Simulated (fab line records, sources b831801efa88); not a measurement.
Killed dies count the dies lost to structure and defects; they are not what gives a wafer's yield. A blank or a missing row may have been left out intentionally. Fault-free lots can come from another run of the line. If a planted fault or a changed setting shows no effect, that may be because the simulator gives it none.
The tool behind it: which one? :: flow sky130 :: 36 wafers from 12 lots sampled at 2 of the route's 708 steps

== WHAT THE GAUGES READ, wafer by wafer ==
SKY_VT_ADJUST_HVTR_CD_MEAS_07: the cd target is 380 nm. Usual: cd nm reads 380.0 nm (standard deviation 2.3).
lot: L534
measured: day 9 19:49
on: cd sem-01
cd nm (nm): 379.5 378.3 378.9
flag: 

lot: L536
measured: day 10 07:07
on: cd sem-01
cd nm (nm): 379.7 379.8 378.5
flag: 

lot: L538
measured: day 10 18:07
on: cd sem-02
cd nm (nm): 383.6 382.5 382.2
flag: 

lot: L539
measured: day 11 01:31
on: cd sem-01
cd nm (nm): 379.9 378.1 376.1
flag: 

lot: L541
measured: day 11 16:32
on: cd sem-02
cd nm (nm): 378.4 379.2 379.0
flag: 

lot: L544
measured: day 12 09:56
on: cd sem-02
cd nm (nm): 382.8 382.2 380.4
flag: 

lot: L545
measured: day 12 17:59
on: cd sem-01
cd nm (nm): 380.5 379.1 379.9
flag: 

lot: L546
measured: day 13 03:37
on: cd sem-01
cd nm (nm): 378.9 378.1 377.4
flag: 

lot: L552
measured: day 14 17:32
on: cd sem-01
cd nm (nm): 383.5 378.0 381.2
flag: 

lot: L553
measured: day 15 08:19
on: cd sem-01
cd nm (nm): 378.0 377.4 377.2
flag: 

lot: L555
measured: day 15 18:38
on: cd sem-01
cd nm (nm): 379.4 380.8 381.0
flag: 

lot: L556
measured: day 16 03:35
on: cd sem-01
cd nm (nm): 380.4 382.5 383.5
flag: 

SKY_SONOS_TUNNEL_CD_MEAS_07: the cd target is 410 nm. Usual: cd nm reads 409.3 nm (standard deviation 2.3).
lot: L534
measured: day 11 17:08
on: cd sem-02
cd nm (nm): 410.5 408.0 409.0
flag: 

lot: L536
measured: day 12 06:25
on: cd sem-01
cd nm (nm): 410.6 409.9 408.7
flag: 

lot: L538
measured: day 12 18:14
on: cd sem-02
cd nm (nm): 405.5 405.2 405.7
flag: 

lot: L539
measured: day 13 00:38
on: cd sem-01
cd nm (nm): 409.2 407.4 408.6
flag: 

lot: L541
measured: day 13 18:32
on: cd sem-01
cd nm (nm): 406.4 407.1 404.9
flag: 

lot: L544
measured: day 14 12:53
on: cd sem-01
cd nm (nm): 409.2 409.1 408.3
flag: 

lot: L545
measured: day 14 21:25
on: cd sem-01
cd nm (nm): 405.8 409.1 407.6
flag: 

lot: L546
measured: day 15 08:35
on: cd sem-01
cd nm (nm): 411.0 410.0 408.7
flag: 

lot: L552
measured: day 17 02:08
on: cd sem-01
cd nm (nm): 409.6 408.0 406.0
flag: 

lot: L553
measured: day 17 17:53
on: cd sem-01
cd nm (nm): 408.0 410.2 407.7
flag: 

lot: L555
measured: day 18 05:31
on: cd sem-01
cd nm (nm): 407.1 410.2 410.5
flag: 

lot: L556
measured: day 18 15:07
on: cd sem-01
cd nm (nm): 409.8 409.4 409.1
flag: 

== WHAT TOOL EACH LOT RAN ON (gives the tool, then ch and the chambers of the sampled wafers, and finally the start) ==
Before these readings, the record contains no process step.

== WHAT THE TOOLS THEMSELVES READ (means of the sampled wafers that have a number; where no wafer has one, the mark that the record gives instead) ==
The record holds no such reading with a usual standard deviation.

== THE ANSWER, worked out from the rows above alone ==
Rule: take the mean of a lot's wafers that have a number; if it is more than 3 standard deviations from the usual mean, the lot is off. A lot without any number at a reading at which 4 lots or more have one is off too. The other lots that the step has rows for count as sound. Order of review: gauges by route order, followed by the tools' own readings, for which a lot's mean as printed above is used. At the first step where some lot is off, the reading lying furthest off is the one used; lots without a number count as furthest.
No lot is off at any reading shown: from this, nothing can be told.

== WHAT THE SIMULATOR HAD PUT IN ==
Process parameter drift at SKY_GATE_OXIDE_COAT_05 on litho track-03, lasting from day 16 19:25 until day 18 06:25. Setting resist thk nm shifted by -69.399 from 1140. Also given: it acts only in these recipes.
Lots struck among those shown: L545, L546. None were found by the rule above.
